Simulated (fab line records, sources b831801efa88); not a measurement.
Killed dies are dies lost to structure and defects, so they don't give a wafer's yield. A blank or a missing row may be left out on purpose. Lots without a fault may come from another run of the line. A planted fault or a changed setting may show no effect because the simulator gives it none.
Split-lot experiment | flow sky130 | 5 lots, 23 wafers read, on a route of 708 steps

THE SPLIT
At SKY_VIA3_HDPCVD_00 (deposits SiO2, target thk 1635 nm, time 272.5 s), the setting sih4_flow_sccm was moved away from the recipe's 60 sccm on 6 of the 23 wafers read, by +6.5% to +11.9%. The other wafers ran this setting at the recipe's value.

The file shows no step between the split and the reading.

THE READING
VIA3_HDPCVD_THK, in nm, at SKY_VIA3_THK_MEAS_01. Fault-free wafers of this fab line usually give 1636 nm, standard deviation 17 nm.

wafer  | tool, chamber at the split | sih4_flow_sccm as run, sccm | against the recipe | VIA3_HDPCVD_THK, nm | against lot-mates on the recipe
L077.1 | hdpcvd-02, 2               | 63.87                       | +6.5%              | 1765                | +120
L077.2 | hdpcvd-02, 1               | 60                          | recipe             | 1652                | -
L077.3 | hdpcvd-02, 0               | 60                          | recipe             | 1637                | -
L077.4 | hdpcvd-02, 2               | 63.87                       | +6.5%              | 1755                | +110
L077.5 | hdpcvd-02, 0               | 63.87                       | +6.5%              | 1742                | +98
L074.1 | hdpcvd-01, 2               | 60                          | recipe             | 1621                | -
L074.2 | hdpcvd-01, 1               | 60                          | recipe             | 1621                | -
L074.3 | hdpcvd-01, 0               | 60                          | recipe             | 1655                | -
L074.5 | hdpcvd-01, 2               | 60                          | recipe             | 1623                | -
L074.6 | hdpcvd-01, 0               | 60                          | recipe             | 1665                | -
L079.2 | hdpcvd-01, 2               | 67.16                       | +11.9%             | 1825                | +167
L079.3 | hdpcvd-01, 0               | 60                          | recipe             | 1672                | -
L079.4 | hdpcvd-01, 0               | 67.16                       | +11.9%             | 1864                | +206
L079.5 | hdpcvd-01, 2               | 67.16                       | +11.9%             | 1836                | +178
L079.6 | hdpcvd-01, 1               | 60                          | recipe             | 1644                | -
L080.1 | hdpcvd-02, 2               | 60                          | recipe             | 1610                | -
L080.2 | hdpcvd-02, 0               | 60                          | recipe             | 1630                | -
L080.3 | hdpcvd-02, 1               | 60                          | recipe             | 1641                | -
L080.4 | hdpcvd-02, 1               | 60                          | recipe             | 1624                | -
L080.5 | hdpcvd-02, 0               | 60                          | recipe             | 1632                | -
L082.4 | hdpcvd-01, 0               | 60                          | recipe             | 1649                | -
L082.5 | hdpcvd-01, 2               | 60                          | recipe             | 1648                | -
L082.6 | hdpcvd-01, 1               | 60                          | recipe             | 1634                | -

THE FIT
A straight line over all 23 wafers: VIA3_HDPCVD_THK changes by +17.2 nm for each +1% of sih4_flow_sccm; r = +0.98; the points scatter about the line by 16 nm.
The same after taking each lot's own level away (the mean of its wafers on the recipe; 23 wafers): +15.7 nm for each +1%; r = +0.98; scatter 14 nm.
On that fit, the largest move of sih4_flow_sccm shifts the reading by 1.9e+02 nm.
The lots' own levels span 1627.4 to 1658.0 nm, that is 1.8 times the standard deviation above.
So the lot-to-lot level changes the slope little: the two slopes agree.
Check: with one of the wafers moved furthest among these (+11.9%) left out of the fit, the line predicts +195 nm for it against its lot-mates. It came out at +167 nm against them.

OTHER SPLITS ON THESE WAFERS
These wafers also went through other splits before the reading. Each is held against what the fit with the lots' levels taken away leaves over:
other split on the same wafers | wafers away from the commonest value | r with VIA3_HDPCVD_THK (lot level and that fit taken away)
SKY_CAPM_SOFTBAKE_08 temp_c    | 11                                   | +0.09

THE WHOLE CHAIN: every reading that the file lists as answering this split, in the file's order
step                 | what it does                                    | reading                                                                        | change (the file's fit)              | r (the file's)
SKY_VIA3_HDPCVD_00   | deposits SiO2, target thk 1635 nm, time 272.5 s | SiO2_of_VIA3_HDPCVD_00.thk_nm (the simulator's own value, which no gauge read) | +15.6 nm for each +1% of the setting | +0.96
SKY_VIA3_THK_MEAS_01 |                                                 | VIA3_HDPCVD_THK                                                                | +15.7 for each +1% of the setting    | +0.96

THE FILE'S OWN FIT
VIA3_HDPCVD_THK changes by +15.7 nm for each +1% of sih4_flow_sccm, r = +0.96.
